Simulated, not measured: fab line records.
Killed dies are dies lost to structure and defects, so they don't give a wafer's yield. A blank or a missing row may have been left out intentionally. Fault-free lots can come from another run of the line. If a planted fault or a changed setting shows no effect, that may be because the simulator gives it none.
fab line records | flow sky130
[record] lots = 13 | wafers = 39 | last-day = 51
route steps=708 shown POLY_CUT@317 LI_CONTACT@365 PAD_OPEN@708
lots with no fault: from the same line, run without faults
start-h: hours from the record's opening day to when the first of the lot's shown wafers began | wait-h: how many hours have passed since the lot's step before this one | " repeats the value in the row above | L1.1+2: several wafers, shown together as one row | - value missing, or start not given | * or withheld: withheld | < > ~ a bound
route shown NAME@n: names a module that has steps shown in the file, with the first one's number in the route | usual: mean/standard deviation taken from wafers without a fault | same: alike in all rows | chamber/n: place in a boat | sites: per-site readings | _std_site: standard deviation of those values | _edge_site: outer sites' mean less inner sites' | radius-mm: how far each site lies from the wafer's centre | mask NAME#n: copy n | behind: tool/chamber where the wafer was last shaped | hold: what put the lot on hold/how long, in hours/how the hold closed | device: names the non-switching transistor (n, p or np) | end of line: the same wafers' tests at the end of the route | a step without rows: its recipe alone | killed: dies that structure and defects cost at the first sort, which is not the same as the wafer's yield | map: a wafer's dies, marking killed ones x, the rest . and places with no die _
set.NAME: the run value of the setting; set.NAME@STEP: its run value at that earlier step | model.NAME: the simulator's own value behind a step, which no gauge read
the route's steps for a sample of lots (tables are steps, rows are wafers)
services: when a tool's chamber went out of use (start-h, in hours from the record's first day, below 0 if earlier), for how many hours, and the reason
[[steps]]
[step SKY_POLY_CUT_ETCH_10]
[recipe] chemistry = N2/H2 | target = BARC | ion-energy-ev = 200 | source-w = 500 | bias-w = 100 | pressure-mtorr = 30 | n2-flow-sccm = 100 | h2-flow-sccm = 200 | stop-on = SiO2 | time-s = 45.9 | target-depth-a = 600
[usual] bias-w = 100.0/0.33 | drypump-motor-current-A = 5.7/0.47 | oes-product-au = 0.855/0.0045 | throttle-valve-pct = 13.225/0.0089
lot.wafer | tool        | chamber | start-h | wait-h | bias-w | drypump-motor-current-A | oes-product-au | rf-hours-counter-h | throttle-valve-pct
L214.2    | rie-diel-03 | 2       | 574.15  | 0.0    | 100.0  | 6.1                     | 0.859          | 18                 | 13.221
L214.4    | "           | 0       | "       | "      | 100.3  | 5.2                     | 0.857          | 9                  | 13.236
L214.5    | "           | 0       | "       | "      | 99.9   | 5.2                     | 0.858          | -                  | 13.232
L215.1    | rie-diel-04 | 0       | 586.07  | 0.0    | 99.8   | 6.2                     | 0.851          | 4                  | 13.230
L215.3    | "           | 3       | "       | "      | 99.5   | 6.3                     | 0.858          | 77                 | 13.225
L215.4    | "           | 0       | "       | "      | 99.4   | 6.2                     | 0.860          | -                  | 13.229
L216.1    | rie-diel-04 | 3       | 588.91  | 0.0    | 100.0  | 6.3                     | 0.850          | 77                 | 13.231
L216.4    | "           | 0       | "       | "      | 100.1  | 6.3                     | 0.867          | -                  | 13.226
L216.6    | "           | 0       | "       | "      | 100.4  | 6.2                     | 0.850          | -                  | 13.222
L217.1    | rie-diel-03 | 0       | 602.65  | 0.0    | 100.1  | 5.2                     | 0.856          | 9                  | 13.205
L217.2    | "           | 2       | "       | "      | 99.6   | 6.1                     | 0.857          | 18                 | 13.229
L217.6    | "           | 3       | "       | "      | 100.0  | 5.3                     | 0.848          | -                  | 13.222
L219.4    | rie-diel-01 | 1       | 614.81  | 0.0    | 100.3  | 6.6                     | 0.857          | 1                  | 13.226
L219.5    | "           | 0       | "       | "      | 100.8  | 5.9                     | 0.853          | -                  | 13.229
L219.6    | "           | 3       | "       | "      | 99.4   | 5.3                     | 0.850          | -                  | 13.229
L221.3    | rie-diel-03 | 1       | 639.35  | 0.0    | 99.9   | 5.8                     | 0.851          | 18                 | 13.225
L221.4    | "           | 2       | "       | "      | 100.1  | 6.1                     | 0.851          | 19                 | 13.228
L221.6    | "           | 2       | "       | "      | 100.0  | 6.1                     | 0.845          | -                  | 13.235
L228.3    | rie-diel-03 | 0       | 693.56  | 0.0    | 100.1  | 5.2                     | 0.848          | 11                 | 13.251
L228.5    | "           | 0       | "       | "      | 99.5   | 5.2                     | 0.858          | -                  | 13.245
L228.6    | "           | 3       | "       | "      | 100.3  | 5.4                     | 0.861          | -                  | 13.225
L229.2    | rie-diel-03 | 1       | 700.81  | 0.0    | 100.4  | 5.8                     | 0.856          | 19                 | 13.214
L229.3    | "           | 3       | "       | "      | 100.1  | 5.4                     | 0.850          | 9                  | 13.224
L229.6    | "           | 0       | "       | "      | 100.4  | 5.2                     | 0.856          | -                  | 13.229
L231.1    | rie-diel-04 | 2       | 720.15  | 0.0    | 99.1   | 4.9                     | 0.862          | 14                 | 13.224
L231.2    | "           | 3       | "       | "      | 99.7   | 6.3                     | 0.852          | 3                  | 13.226
L231.5    | "           | 3       | "       | "      | 100.3  | 6.2                     | 0.859          | -                  | 13.219
L232.3    | rie-diel-01 | 0       | 722.55  | 0.0    | 99.8   | 5.9                     | 0.854          | 7                  | 13.222
L232.4    | "           | 0       | "       | "      | 100.0  | 5.9                     | 0.851          | -                  | 13.228
L232.5    | "           | 1       | "       | "      | 100.1  | 6.6                     | 0.862          | -                  | 13.234
L234.1    | rie-diel-03 | 0       | 738.15  | 0.0    | 100.6  | 5.2                     | 0.860          | 12                 | 13.234
L234.2    | "           | 3       | "       | "      | 99.7   | 5.4                     | 0.852          | 9                  | 13.222
L234.3    | "           | 1       | "       | "      | 99.8   | 5.8                     | 0.853          | 20                 | 13.213
L236.3    | rie-diel-04 | 0       | 751.06  | 0.0    | 100.2  | 6.2                     | 0.852          | 10                 | 13.215
L236.5    | "           | 3       | "       | "      | 100.0  | 6.3                     | 0.852          | -                  | 13.219
L236.6    | "           | 0       | "       | "      | 99.9   | 6.2                     | 0.859          | -                  | 13.223
L237.2    | rie-diel-03 | 1       | 753.26  | 0.0    | 99.6   | 5.8                     | 0.860          | 20                 | 13.212
L237.3    | "           | 2       | "       | "      | 100.2  | 6.1                     | 0.848          | 20                 | 13.207
L237.6    | "           | 0       | "       | "      | 99.5   | 5.2                     | 0.863          | -                  | 13.234
[step SKY_LI_CONTACT_BOW_MEAS_03]
[recipe] mode = bow
[usual] LI_CONTACT_BOW = 57/7
lot.wafer | tool          | chamber | start-h | wait-h | LI_CONTACT_BOW[um]
L214.2    | film-metro-04 | -       | 665.88  | 0.3    | 65
L214.4    | "             | -       | "       | "      | 55
L214.5    | "             | -       | "       | "      | 57
L215.1    | film-metro-03 | -       | 677.26  | 0.1    | 57
L215.3    | "             | -       | "       | "      | 52
L215.4    | "             | -       | "       | "      | 59
L216.1    | film-metro-03 | -       | 680.58  | 0.2    | 59
L216.4    | "             | -       | "       | "      | 60
L216.6    | "             | -       | "       | "      | 57
L217.1    | film-metro-04 | -       | 693.39  | 0.2    | 60
L217.2    | "             | -       | "       | "      | 47
L217.6    | "             | -       | "       | "      | 59
L219.4    | film-metro-01 | -       | 704.26  | 0.2    | 68
L219.5    | "             | -       | "       | "      | 61
L219.6    | "             | -       | "       | "      | 55
L221.3    | film-metro-03 | -       | 727.62  | 0.2    | 53
L221.4    | "             | -       | "       | "      | 56
L221.6    | "             | -       | "       | "      | 53
L228.3    | film-metro-01 | -       | 780.24  | 0.1    | 45
L228.5    | "             | -       | "       | "      | 55
L228.6    | "             | -       | "       | "      | 60
L229.2    | film-metro-04 | -       | 787.02  | 0.1    | 53
L229.3    | "             | -       | "       | "      | 50
L229.6    | "             | -       | "       | "      | 77
L231.1    | film-metro-01 | -       | 804.55  | 0.1    | 51
L231.2    | "             | -       | "       | "      | 52
L231.5    | "             | -       | "       | "      | 55
L232.3    | film-metro-04 | -       | 806.93  | 0.1    | 56
L232.4    | "             | -       | "       | "      | 69
L232.5    | "             | -       | "       | "      | 57
L234.1    | film-metro-03 | -       | 823.00  | 0.1    | 53
L234.2    | "             | -       | "       | "      | 60
L234.3    | "             | -       | "       | "      | 57
L236.3    | film-metro-03 | -       | 834.27  | 0.2    | 37
L236.5    | "             | -       | "       | "      | 55
L236.6    | "             | -       | "       | "      | 56
L237.2    | film-metro-04 | -       | 837.26  | 0.2    | 60
L237.3    | "             | -       | "       | "      | 55
L237.6    | "             | -       | "       | "      | 55
[step SKY_LI_CONTACT_SOFTBAKE_08]
[recipe] temp-c = 100 | time-s = 90 | resist = KrF-thick
[usual] heater-power-total-W = 57.36/0.11 | plate-temp-C = 100.02/0.11
lot.wafer | tool           | chamber | start-h | wait-h | heater-power-total-W | plate-temp-C
L214.2    | litho-track-01 | 0       | 680     | -      | 57.53                | 100.10
L214.4    | "              | 0       | "       | "      | 57.24                | 100.09
L214.5    | "              | 0       | "       | "      | 57.39                | 100.05
L215.1    | litho-track-03 | 0       | 690     | -      | 57.44                | 100.13
L215.3    | "              | 0       | "       | "      | 57.50                | 100.32
L215.4    | "              | 0       | 691     | -      | 57.46                | 100.13
L216.1    | litho-track-04 | 0       | 694     | -      | 57.34                | 99.88
L216.4    | "              | 0       | "       | "      | 57.46                | 99.81
L216.6    | "              | 0       | "       | "      | 57.23                | 99.90
L217.1    | litho-track-01 | 0       | 707     | -      | 57.25                | 99.95
L217.2    | "              | 0       | "       | "      | 57.44                | 100.02
L217.6    | "              | 0       | "       | "      | 57.27                | 99.99
L219.4    | litho-track-04 | 0       | 718     | -      | 57.47                | 100.03
L219.5    | "              | 0       | "       | "      | 57.24                | 100.04
L219.6    | "              | 0       | "       | "      | 57.26                | 99.89
L221.3    | litho-track-01 | 0       | 741     | -      | 57.35                | 100.18
L221.4    | "              | 0       | "       | "      | 57.18                | 99.98
L221.6    | "              | 0       | "       | "      | 57.31                | 100.09
L228.3    | litho-track-01 | 0       | 793     | -      | 57.48                | 100.08
L228.5    | "              | 0       | "       | "      | 57.29                | 100.14
L228.6    | "              | 0       | "       | "      | 57.31                | 100.12
L229.2    | litho-track-04 | 0       | 800     | -      | 54.01                | 95.63
L229.3    | "              | 0       | "       | "      | 53.90                | 95.50
L229.6    | "              | 0       | "       | "      | 53.91                | 95.59
L231.1    | litho-track-04 | 0       | 817     | -      | 53.87                | 95.56
L231.2    | "              | 0       | "       | "      | 53.70                | 95.57
L231.5    | "              | 0       | "       | "      | 53.90                | 95.68
L232.3    | litho-track-03 | 0       | 820     | -      | 57.45                | 100.00
L232.4    | "              | 0       | "       | "      | 57.45                | 100.06
L232.5    | "              | 0       | "       | "      | 57.31                | 100.16
L234.1    | litho-track-01 | 0       | 836     | -      | 57.21                | 99.82
L234.2    | "              | 0       | "       | "      | 57.20                | 100.10
L234.3    | "              | 0       | "       | "      | 57.20                | 100.03
L236.3    | litho-track-01 | 0       | 847     | -      | 57.25                | 99.95
L236.5    | "              | 0       | "       | "      | 57.39                | 100.00
L236.6    | "              | 0       | "       | "      | 57.43                | 100.05
L237.2    | litho-track-01 | 0       | 850     | -      | 57.48                | 99.89
L237.3    | "              | 0       | "       | "      | 57.23                | 100.14
L237.6    | "              | 0       | "       | "      | 57.48                | 99.85
[step SKY_LI_CONTACT_CD_MEAS_12]
[recipe] target-cd-nm = 170
[usual] cd-nm = 169.8/1.9
lot.wafer | tool      | chamber | start-h | wait-h | cd-nm
L214.2    | cd-sem-02 | -       | 694.23  | -      | 171.1
L214.4    | "         | -       | "       | "      | 170.6
L214.5    | "         | -       | "       | "      | 169.8
L215.1    | cd-sem-02 | -       | 704.80  | -      | 172.5
L215.3    | "         | -       | "       | "      | 171.8
L215.4    | "         | -       | "       | "      | 173.1
L216.1    | cd-sem-02 | -       | 708.00  | -      | 168.9
L216.4    | "         | -       | "       | "      | 168.1
L216.6    | "         | -       | "       | "      | 168.0
L217.1    | cd-sem-01 | -       | 722.05  | -      | 169.2
L217.2    | "         | -       | "       | "      | 168.6
L217.6    | "         | -       | "       | "      | 169.0
L219.4    | cd-sem-02 | -       | 733.06  | -      | 171.1
L219.5    | "         | -       | "       | "      | 170.5
L219.6    | "         | -       | "       | "      | 169.7
L221.3    | cd-sem-02 | -       | 756.34  | -      | 169.3
L221.4    | "         | -       | "       | "      | 169.2
L221.6    | "         | -       | "       | "      | 169.9
L228.3    | cd-sem-01 | -       | 807.84  | -      | 170.2
L228.5    | "         | -       | "       | "      | 170.2
L228.6    | "         | -       | "       | "      | 170.9
L229.2    | cd-sem-01 | -       | 814.39  | -      | 169.0
L229.3    | "         | -       | "       | "      | 167.7
L229.6    | "         | -       | "       | "      | 167.2
L231.1    | cd-sem-01 | -       | 831.90  | -      | 169.7
L231.2    | "         | -       | "       | "      | 170.5
L231.5    | "         | -       | "       | "      | 170.7
L232.3    | cd-sem-01 | -       | 833.99  | -      | 171.8
L232.4    | "         | -       | "       | "      | 171.8
L232.5    | "         | -       | "       | "      | 175.3
L234.1    | cd-sem-02 | -       | 849.82  | -      | 169.5
L234.2    | "         | -       | "       | "      | 169.5
L234.3    | "         | -       | "       | "      | 168.6
L236.3    | cd-sem-01 | -       | 860.84  | -      | 169.0
L236.5    | "         | -       | "       | "      | 168.3
L236.6    | "         | -       | "       | "      | 168.4
L237.2    | cd-sem-02 | -       | 863.97  | -      | 172.8
L237.3    | "         | -       | "       | "      | 172.1
L237.6    | "         | -       | "       | "      | 174.1
[step SKY_PAD_OPEN_PROBE_99]
[usual] killed_at_M0_to_M3 = 43/7.3 | killed_at_M4_up = 3.4/2.1 | killed-at-contacts = 24/5.9 | killed-at-front-end = 14/4 | killed-at-other = 0.3/0.54 | killed-dies = 85/10 | killed-open = 46/7.7 | killed-short = 38/6
[same] gross-dies = 492 | killed-at-back-side = 0
lot.wafer | tool      | chamber | start-h | wait-h | killed_at_M0_to_M3 | killed_at_M4_up | killed-at-contacts | killed-at-front-end | killed-at-other | killed-dies | killed-open | killed-short
L231.2    | prober-01 | -       | 1196.70 | 0.1    | 31                 | 2               | 35                 | 15                  | 0               | 83          | 50          | 33
// killed by level:class
L231.2 CONTACT:geometric-particle:open=14 VIA1:geometric-particle:open=8 LI_CONTACT:geometric-particle:open=7 CONTACT:geometric-particle:short=7 VIA3:geometric-particle:open=6 POLY_GATE:geometric-particle:open=5 LOCAL_INTERCONNECT:geometric-particle:short=5 METAL2:geometric-particle:short=4
[[services]]
tool        | chamber | start-h | hours | kind
rie-diel-04 | -       | 551.15  | 1.1   | repair
rie-diel-01 | -       | 551.27  | 1.0   | repair
rie-diel-03 | 1       | 554.62  | 2.7   | repair
rie-diel-04 | 2       | 565.70  | 3.6   | repair
rie-diel-04 | 1       | 568.77  | 4.8   | repair
rie-diel-04 | -       | 582.98  | 0.1   | repair
rie-diel-04 | 2       | 585.37  | 18.7  | repair
rie-diel-01 | 1       | 586.29  | 14.3  | repair
rie-diel-04 | 1       | 587.08  | 3.4   | repair
rie-diel-01 | 3       | 628.62  | 23.3  | repair
rie-diel-03 | 2       | 645.58  | 10.0  | repair
rie-diel-01 | 2       | 646.05  | 2.6   | repair
rie-diel-01 | -       | 649.44  | 39.9  | repair
rie-diel-01 | 2       | 657.35  | 2.8   | repair
rie-diel-01 | 3       | 668.01  | 6.1   | repair
rie-diel-01 | 1       | 702.64  | 8.5   | repair
rie-diel-03 | -       | 712.79  | 15.6  | pm
rie-diel-01 | 2       | 718.60  | 6.1   | repair
rie-diel-04 | -       | 729.87  | 1.0   | repair
rie-diel-04 | 1       | 747.27  | 4.4   | repair
rie-diel-04 | -       | 755.35  | 0.8   | repair
rie-diel-04 | 1       | 782.89  | 6.9   | repair
rie-diel-04 | -       | 789.58  | 4.3   | pm
rie-diel-04 | 0       | 827.98  | 3.8   | repair
[[key]]
[first-sign] step = SKY_LI_CONTACT_SOFTBAKE_08 | reading = plate-temp-C | direction = down | sigmas = 39 | usual = * | struck = *
[effect] step = SKY_LI_CONTACT_SOFTBAKE_08 | reading = heater-power-total-W | direction = down | sigmas = 32 | usual = * | struck = *
met-at SKY_LI_CONTACT_SOFTBAKE_08
struck-lots L229,L231
tester-left-out L229,L231
not-acting-at SKY_POLY_CUT_ETCH_10,SKY_LI_CONTACT_BOW_MEAS_03,SKY_LI_CONTACT_CD_MEAS_12
onset-between 718 800
[fault] kind = process-parameter-drift | tool = litho-track-04 | chamber = - | onset-h = 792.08 | steps = SKY_LI_CONTACT_SOFTBAKE_08 | channel = temp-c | offset = * | shape = step | end-h = 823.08 | acts-in = * | stated = *
// tester-left-out: of these lots the tester's yield and bins aren't shown, on N5 and GAA mostly nor the transistor test; their killed dies are dies lost to structure and defects alone, not to doping, threshold or leakage, so they don't give the yield
